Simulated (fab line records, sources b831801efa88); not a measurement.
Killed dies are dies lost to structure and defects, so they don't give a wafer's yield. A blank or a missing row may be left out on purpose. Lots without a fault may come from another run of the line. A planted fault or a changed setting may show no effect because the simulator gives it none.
One fault seen from 2 desks | flow gf180mcu | each desk has only its own numbers; what lay behind them comes last

THE TOOL OWNER'S DESK: implanter-01
The tool's own readings at GF_PSD_IMPLANT_09: means of the sampled wafers that have a number, for each lot that ran on this tool. A lot is out of limits, marked OUT, if its mean lies more than 4 standard deviations from the usual mean; the brackets give that distance.
Columns: A = beam_energy_keV at GF_PSD_IMPLANT_09, usual 40.000
lot  | first seen here | A
L243 | day 15 11:47    | 40.001
L245 | day 15 21:23    | 39.996
L246 | day 16 08:41    | 37.880 (-99 or more) OUT
L247 | day 16 18:56    | 37.869 (-99 or more) OUT
L255 | day 19 15:55    | 40.007
L258 | day 20 10:35    | 40.008
L259 | day 20 21:14    | 40.007
L262 | day 21 23:28    | 39.993
This desk's finding: out of limits on L246, L247; first on L246, day 16 08:41 (beam_energy_keV at GF_PSD_IMPLANT_09). In limits: L243, L245, L255, L258, L259, L262.

THE METROLOGY DESK
What the gauges read, lot by lot, whatever tool the lot ran on: means of the sampled wafers that have a number. A lot is out of limits, marked OUT, if its mean lies more than 4 standard deviations from the usual mean; the brackets give that distance.
Columns: A = PSD_RS at GF_PSD_RS_MEAS_15, usual 108.7 ohm/sq; B = V2_OVL at GF_V2_OVL_MEAS_15, usual 0 nm
lot  | first seen here | A                | B
L243 | day 15 12:21    | 108.4            | 6
L245 | day 15 21:56    | 108.9            | 2
L246 | day 16 09:15    | 111.9 (+10) OUT  | 1
L247 | day 16 19:31    | 111.0 (+7.3) OUT | 1
L248 | day 16 22:34    | 108.9            | 1
L255 | day 19 16:28    | 108.9            | 7
L256 | day 19 19:23    | 108.8            | 0
L257 | day 20 02:23    | 109.1            | -5
L258 | day 20 11:12    | 108.7            | 11
L259 | day 20 21:47    | 108.5            | -6
L260 | day 21 07:26    | 108.6            | -11
L262 | day 22 00:01    | 108.6            | 3
This desk's finding: out of limits on L246, L247; first on L246, day 16 09:15 (PSD_RS at GF_PSD_RS_MEAS_15). In limits: L243, L245, L248, L255, L256, L257, L258, L259, L260, L262.

PUT TOGETHER
The tool owner's desk could have raised an alarm at day 16 08:41, on L246, L247.
The metrology desk could have raised an alarm at day 16 09:15, on L246, L247.
Of the lots named, all ran GF_PSD_IMPLANT_09 on implanter-01.

WHAT THE SIMULATOR HAD PUT IN
Process parameter drift: implanter-01, from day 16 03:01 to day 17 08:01, at GF_PSD_IMPLANT_09. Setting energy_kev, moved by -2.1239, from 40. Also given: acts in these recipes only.
Lots struck among those shown: L246, L247.
Hours from the fault's start to each desk's first reading out of limits: the tool owner's desk, 6; the metrology desk, 6.
